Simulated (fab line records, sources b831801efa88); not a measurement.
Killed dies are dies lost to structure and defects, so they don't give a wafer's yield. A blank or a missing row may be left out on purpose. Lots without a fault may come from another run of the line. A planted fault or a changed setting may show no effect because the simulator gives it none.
Which tool did it? | flow gf180mcu | 12 lots, 36 wafers sampled, at 4 steps of a route of 602

WHAT THE GAUGES READ, wafer by wafer
GF_POLY_GATE_THK_MEAS_17.
lot  | measured     | on            | POLY_GATE_OXIDATION_THK (nm)
L336 | day 9 17:05  | film_metro-01 | 3.87 3.84 3.91
L338 | day 10 05:21 | film_metro-03 | 4.06 3.99 3.93
L339 | day 10 09:14 | film_metro-01 | 3.93 4.02 3.96
L341 | day 10 17:11 | film_metro-03 | 4.01 3.99 4.06
L343 | day 11 07:46 | film_metro-04 | 4.07 4.05 4.07
L344 | day 11 18:19 | film_metro-04 | 4.07 4.09 4.08
L345 | day 12 08:50 | film_metro-01 | 3.90 3.96 3.98
L346 | day 12 11:17 | film_metro-04 | 4.00 4.07 4.03
L349 | day 13 09:38 | film_metro-01 | 4.85 4.96 5.04
L350 | day 13 14:40 | film_metro-04 | 4.90 4.90 4.87
L351 | day 13 16:31 | film_metro-01 | 4.07 4.07 4.13
L357 | day 15 14:23 | film_metro-04 | 4.11 4.07 4.11

GF_CONTACT_THK_MEAS_26: measures by xrf.
lot  | measured     | on            | CONTACT_W_THK (nm)
L336 | day 16 17:40 | film_metro-04 | 301 310 310
L338 | day 17 06:05 | film_metro-02 | 304 306 305
L339 | day 17 13:06 | film_metro-02 | 304 309 309
L341 | day 17 20:29 | film_metro-02 | 313 306 308
L343 | day 18 16:34 | film_metro-02 | 305 301 301
L344 | day 19 06:17 | film_metro-02 | 300 298 298
L345 | day 20 02:29 | film_metro-01 | 298 304 297
L346 | day 20 04:32 | film_metro-02 | 301 301 305
L349 | day 21 06:47 | film_metro-02 | 301 296 299
L350 | day 21 12:11 | film_metro-02 | 299 299 300
L351 | day 21 16:17 | film_metro-04 | 300 309 305
L357 | day 23 17:47 | film_metro-02 | 303 306 300

GF_V1_CD_MEAS_14: target cd 260 nm.
lot  | measured     | on        | cd_nm (nm)
L336 | day 18 18:46 | cd_sem-01 | 261.7 260.4 261.0
L338 | day 19 07:53 | cd_sem-02 | 259.7 260.0 260.2
L339 | day 19 15:17 | cd_sem-01 | 261.5 261.9 261.7
L341 | day 19 23:06 | cd_sem-02 | 260.3 259.5 260.7
L343 | day 20 20:13 | cd_sem-01 | 261.5 262.8 260.9
L344 | day 21 09:09 | cd_sem-01 | 259.7 258.4 260.3
L345 | day 22 04:25 | cd_sem-01 | 259.4 260.1 258.8
L346 | day 22 05:59 | cd_sem-01 | 258.2 259.4 257.8
L349 | day 23 07:35 | cd_sem-02 | 261.2 261.3 261.5
L350 | day 23 13:44 | cd_sem-01 | 261.4 262.0 262.1
L351 | day 23 16:37 | cd_sem-01 | 259.0 258.6 257.7
L357 | day 25 16:01 | cd_sem-01 | 260.7 260.6 259.6

WHICH TOOL RAN EACH LOT (tool, then ch and the chambers of the sampled wafers, then the start)
lot  | GF_POLY_GATE_OXIDATION_16
L336 | furnace-02 ch 0, day 9 15:49
L338 | furnace-02 ch 0, day 10 04:05
L339 | furnace-02 ch 0, day 10 07:59
L341 | furnace-01 ch 0, day 10 15:55
L343 | furnace-02 ch 0, day 11 06:31
L344 | furnace-01 ch 0, day 11 17:02
L345 | furnace-01 ch 0, day 12 07:35
L346 | furnace-02 ch 0, day 12 10:02
L349 | furnace-01 ch 0, day 13 08:23
L350 | furnace-01 ch 0, day 13 13:23
L351 | furnace-02 ch 0, day 13 15:16
L357 | furnace-02 ch 0, day 15 13:08
- GF_POLY_GATE_OXIDATION_16: stabilise 600 s, purge 300 s, target thk 4 nm.

WHAT THE TOOLS THEMSELVES READ (means of the sampled wafers that have a number; where no wafer has one, the mark that the record gives instead)
GF_POLY_GATE_OXIDATION_16.
lot  | tool       | spike_tc_bottom_C (C) | spike_tc_centre_C (C) | spike_tc_lower_C (C) | spike_tc_top_C (C) | spike_tc_upper_C (C) | tube_center_temp_C (C) | tube_center_temp_C_max | zone_power_lower_pct (%)
L336 | furnace-02 | 866.3                 | 851.2                 | 850.9                | 862.9              | 852.4                | 850                    | 852.2                  | 18.1
L338 | furnace-02 | 867.8                 | 850.6                 | 852.1                | 862.2              | 851.0                | 850                    | 852.0                  | 18.3
L339 | furnace-02 | 866.8                 | 851.0                 | 849.5                | 862.6              | 850.4                | 850                    | 852.2                  | 18.1
L341 | furnace-01 | 865.5                 | 851.0                 | 849.8                | 863.8              | 848.6                | 850                    | 851.9                  | 14.1
L343 | furnace-02 | 866.9                 | 851.5                 | 851.0                | 862.8              | 851.8                | 850                    | 851.8                  | 18.0
L344 | furnace-01 | 866.4                 | 851.7                 | 849.1                | 863.7              | 847.5                | 850                    | 852.3                  | 14.2
L345 | furnace-01 | 866.3                 | 851.2                 | 849.5                | 863.7              | 848.6                | 850                    | 852.4                  | 14.1
L346 | furnace-02 | 866.9                 | 850.4                 | 850.9                | 863.6              | 850.9                | 850                    | 852.0                  | 18.2
L349 | furnace-01 | 881.6                 | 868.1                 | 865.8                | 879.4              | 864.8                | 866                    | 867.9                  | 14.8
L350 | furnace-01 | 881.9                 | 867.3                 | 865.8                | 879.7              | 865.4                | 866                    | 868.3                  | 14.7
L351 | furnace-02 | 866.6                 | 851.0                 | 851.0                | 862.6              | 850.5                | 850                    | 852.1                  | 18.1
L357 | furnace-02 | 867.8                 | 851.6                 | 850.7                | 862.4              | 851.7                | 850                    | 852.0                  | 18.1

THE ANSWER, worked out from the rows above alone
Rule: what is usual is taken from the lots themselves. Put in order of their means at a reading, lots are off if they are a third of the lots or fewer, leave a main group of 4 or more, and stand apart from it by a gap of 3 or more times the standard deviation of the main group's means; of several such gaps the widest counts. A main group whose means are all the same, to the digits that the tables above print for the reading, isn't used. A lot without any number at a reading at which 4 lots or more have one is off too. The other lots that the step has rows for count as sound. The gauges are gone through in route order, then the tools' own readings, and for those a lot's mean is taken as printed above. The first step at which some lot is off is used, and at that step the reading that is off furthest; a lot without a number counts as furthest.
Off: L349, L350, at GF_POLY_GATE_THK_MEAS_17 (POLY_GATE_OXIDATION_THK). The main group: mean 4.02 nm, standard deviation 0.068.
A tool fits if, at a process step before that reading, it ran every lot that is off, and no sound lot after the first of them. The gauges at GF_POLY_GATE_THK_MEAS_17 aren't tried: what is off there is off at GF_POLY_GATE_OXIDATION_16 too, on other tools, and a gauge's error can't cause that. One fits: furnace-01 at GF_POLY_GATE_OXIDATION_16. Its last sound lot is L345 (day 12 07:35), its first lot that is off L349 (day 13 08:23): a fault that began between those two fits.
The tool's own readings at GF_POLY_GATE_OXIDATION_16 bear it out: on the lots that are off they differ by more than 5 times the standard deviation of the sound lots' means. spike_tc_bottom_C reads 881.8 C there against 866.7 C on the sound lots; spike_tc_centre_C reads 867.7 C there against 851.1 C on the sound lots; spike_tc_lower_C reads 865.8 C there against 850.5 C on the sound lots; spike_tc_top_C reads 879.5 C there against 863.0 C on the sound lots; spike_tc_upper_C reads 865.1 C there against 850.3 C on the sound lots; tube_center_temp_C reads 866 C there against 850 C on the sound lots; tube_center_temp_C_max reads 868.1 there against 852.1 on the sound lots.

WHAT THE SIMULATOR HAD PUT IN
Process parameter drift: furnace-01, from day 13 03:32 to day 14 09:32, at GF_POLY_GATE_OXIDATION_16. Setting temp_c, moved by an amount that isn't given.
Lots struck among those shown: L349, L350. The rule above found the same.
